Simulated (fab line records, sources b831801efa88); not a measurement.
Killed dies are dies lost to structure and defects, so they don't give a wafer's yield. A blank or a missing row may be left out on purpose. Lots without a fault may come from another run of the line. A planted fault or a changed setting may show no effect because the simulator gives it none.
Which tool did it? | flow sky130 | 13 lots, 39 wafers sampled, at 3 steps of a route of 708

WHAT THE GAUGES READ, wafer by wafer
SKY_VIA4_RS_MEAS_19: measures by four-point-probe. Usual: VIA4_W_RS 0.2265 ohm/sq, standard deviation 0.0026.
lot  | measured     | on            | VIA4_W_RS (ohm/sq)   | flag
L971 | day 43 01:47 | film_metro-01 | 0.2268 0.2253 0.2275 |
L972 | day 43 05:16 | film_metro-01 | 0.2262 0.2301 0.2265 |
L973 | day 43 11:51 | film_metro-03 | 0.2248 0.2298 0.2240 |
L974 | day 43 17:43 | film_metro-01 | 0.2220 0.2212 0.2233 |
L975 | day 44 05:01 | film_metro-03 | 0.2199 0.2225 0.2215 |
L977 | day 44 15:38 | film_metro-01 | 0.2282 0.2252 0.2279 |
L982 | day 45 22:57 | film_metro-03 | 0.2272 0.2205 0.2266 |
L983 | day 46 11:51 | film_metro-01 | 0.2257 0.2299 0.2247 |
L987 | day 47 09:06 | film_metro-03 | 0.2262 0.2294 0.2261 |
L988 | day 47 10:38 | film_metro-01 | 0.2262 0.2262 0.2262 |
L991 | day 48 11:13 | film_metro-02 | 0.2258 0.2300 0.2277 |
L992 | day 48 14:14 | film_metro-02 | 0.2236 0.2313 0.2276 |
L994 | day 48 14:49 | film_metro-03 | 0.2270 0.2266 0.2249 |

WHICH TOOL RAN EACH LOT (tool, then ch and the chambers of the sampled wafers, then the start)
lot  | SKY_FIELD_ISO_WET_ETCH_30      | SKY_VIA4_STRIP_13
L971 | wet_bench-03 ch 0, day 2 12:13 | plasma_asher-04 ch 1, day 43 00:58
L972 | wet_bench-04 ch 0, day 2 18:19 | plasma_asher-04 ch 0, day 43 04:28
L973 | wet_bench-03 ch 3, day 2 22:25 | plasma_asher-01 ch 0,1, day 43 10:59
L974 | wet_bench-01 ch 0, day 3 01:21 | plasma_asher-04 ch 0,1, day 43 16:55
L975 | wet_bench-04 ch 3, day 3 10:02 | plasma_asher-04 ch 0,1, day 44 04:04
L977 | wet_bench-03 ch 1, day 3 18:35 | plasma_asher-04 ch 0,1, day 44 14:49
L982 | wet_bench-03 ch 2, day 4 17:22 | plasma_asher-04 ch 0,1, day 45 22:06
L983 | wet_bench-03 ch 2, day 5 04:53 | plasma_asher-04 ch 0,1, day 46 11:02
L987 | wet_bench-03 ch 1, day 5 23:57 | plasma_asher-04 ch 0,1, day 47 08:16
L988 | wet_bench-01 ch 0, day 6 04:25 | plasma_asher-04 ch 0,1, day 47 09:49
L991 | wet_bench-01 ch 1, day 6 21:40 | plasma_asher-02 ch 0,1, day 48 10:21
L992 | wet_bench-04 ch 2, day 7 03:05 | plasma_asher-01 ch 0,1, day 48 13:23
L994 | wet_bench-01 ch 1, day 7 11:29 | plasma_asher-04 ch 0,1, day 48 13:59
- SKY_FIELD_ISO_WET_ETCH_30: etches SiO2 in dHF, target depth 25 nm, time 50 s.
- SKY_VIA4_STRIP_13: strips in O2/N2.

WHAT THE TOOLS THEMSELVES READ (means of the sampled wafers that have a number; where no wafer has one, the mark that the record gives instead)
SKY_VIA4_STRIP_13. Usual: drypump_motor_current_A 6.0 A, standard deviation 0.44; oes_product_au 0.711 a.u., standard deviation 0.0041; strip_time_to_endpoint_s 12.803 s, standard deviation 0.024.
lot  | tool            | drypump_motor_current_A (A) | oes_product_au (a.u.) | strip_time_to_endpoint_s (s) | flag
L971 | plasma_asher-04 | 6.1                         | 0.713                 | 12.819                       |
L972 | plasma_asher-04 | 5.7                         | 0.707                 | 12.796                       |
L973 | plasma_asher-01 | 6.4                         | 0.714                 | 12.781                       |
L974 | plasma_asher-04 | 6.0                         | 0.708                 | 12.821                       |
L975 | plasma_asher-04 | 6.0                         | 0.712                 | 12.812                       |
L977 | plasma_asher-04 | 5.8                         | 0.713                 | 12.786                       |
L982 | plasma_asher-04 | 5.8                         | 0.713                 | 12.801                       |
L983 | plasma_asher-04 | 5.8                         | 0.708                 | 12.819                       |
L987 | plasma_asher-04 | 5.8                         | 0.707                 | 12.798                       |
L988 | plasma_asher-04 | 6.0                         | 0.713                 | 12.783                       |
L991 | plasma_asher-02 | 5.2                         | 0.712                 | 12.813                       |
L992 | plasma_asher-01 | 6.1                         | 0.712                 | 12.809                       |
L994 | plasma_asher-04 | 5.8                         | 0.711                 | 12.799                       |

THE ANSWER, worked out from the rows above alone
Rule: a lot is off if the mean of its wafers that have a number lies more than 3 standard deviations from the usual mean. A lot without any number at a reading at which 4 lots or more have one is off too. The other lots that the step has rows for count as sound. The gauges are gone through in route order, then the tools' own readings, and for those a lot's mean is taken as printed above. The first step at which some lot is off is used, and at that step the reading that is off furthest; a lot without a number counts as furthest.
No lot is off at any reading shown: from this, nothing can be told.

WHAT THE SIMULATOR HAD PUT IN
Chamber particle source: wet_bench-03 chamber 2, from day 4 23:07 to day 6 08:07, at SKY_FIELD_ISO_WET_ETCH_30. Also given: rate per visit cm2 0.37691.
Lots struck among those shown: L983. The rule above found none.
